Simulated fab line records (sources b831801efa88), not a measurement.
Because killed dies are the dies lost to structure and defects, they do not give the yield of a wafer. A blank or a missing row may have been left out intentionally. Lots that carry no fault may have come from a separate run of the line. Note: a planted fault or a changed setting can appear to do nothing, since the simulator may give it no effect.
Chamber matching -- flow gf180mcu -- GF_PASSIVATION_CVD_02 on pecvd-03: 3 sister chambers
The step deposits Si3N4, target thk 700 nm, time 486.18 s. 20 wafers are shown with their chamber, then 10 later ones without.

## WAFERS WITH THEIR CHAMBER
wafer,chamber,heater-power-w (W)
L076.1,0,822
L076.3,1,926
L076.5,1,795
L078.1,1,793
L078.3,2,965
L078.6,2,1000
L079.3,2,1029
L079.4,0,854
L079.6,2,1074
L080.1,0,791
L080.2,2,1008
L080.3,1,878
L080.4,1,909
L080.5,2,1079
L080.6,0,827
L081.1,0,781
L081.3,1,836
L081.4,2,1077
L083.3,2,1088
L083.5,1,912

SIGNATURES (averages over the wafers above)
reading,chamber 0,chamber 1,chamber 2,scatter within a chamber
heater-power-w,815.00,864.14,1040.00,46.7
Rule: distance of a wafer from a chamber = root of the sum over the readings of ((wafer's reading minus chamber's mean) / reading's scatter) squared. The wafer belongs to the nearest chamber; if the next one is less than 2 further off, it can't be placed. The scatter: take each reading less its chamber's mean, square it, sum over the shown wafers, divide by the number of wafers less the number of chambers, and take the root.

## WAFERS MISSING THEIR CHAMBER
wafer,heater-power-w (W)
L083.6,730
L086.2,1104
L086.5,743
L086.6,1109
L088.2,835
L088.4,873
L088.5,904
L091.1,861
L091.2,1123
L091.3,896

## CHAMBER TAKEN BY EACH
wafer,from the rows above,in truth
L083.6,can't be placed: 0 or 1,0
L086.2,2,2
L086.5,can't be placed: 0 or 1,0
L086.6,2,2
L088.2,can't be placed: 0 or 1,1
L088.4,can't be placed: 1 or 0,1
L088.5,can't be placed: 1 or 0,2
L091.1,can't be placed: 1 or 0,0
L091.2,2,2
L091.3,can't be placed: 1 or 0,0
Correct placement for 3 of the 10. Can't be placed from these rows: 7 (the true chamber is among the candidates in 6). Number placed wrongly: 0.
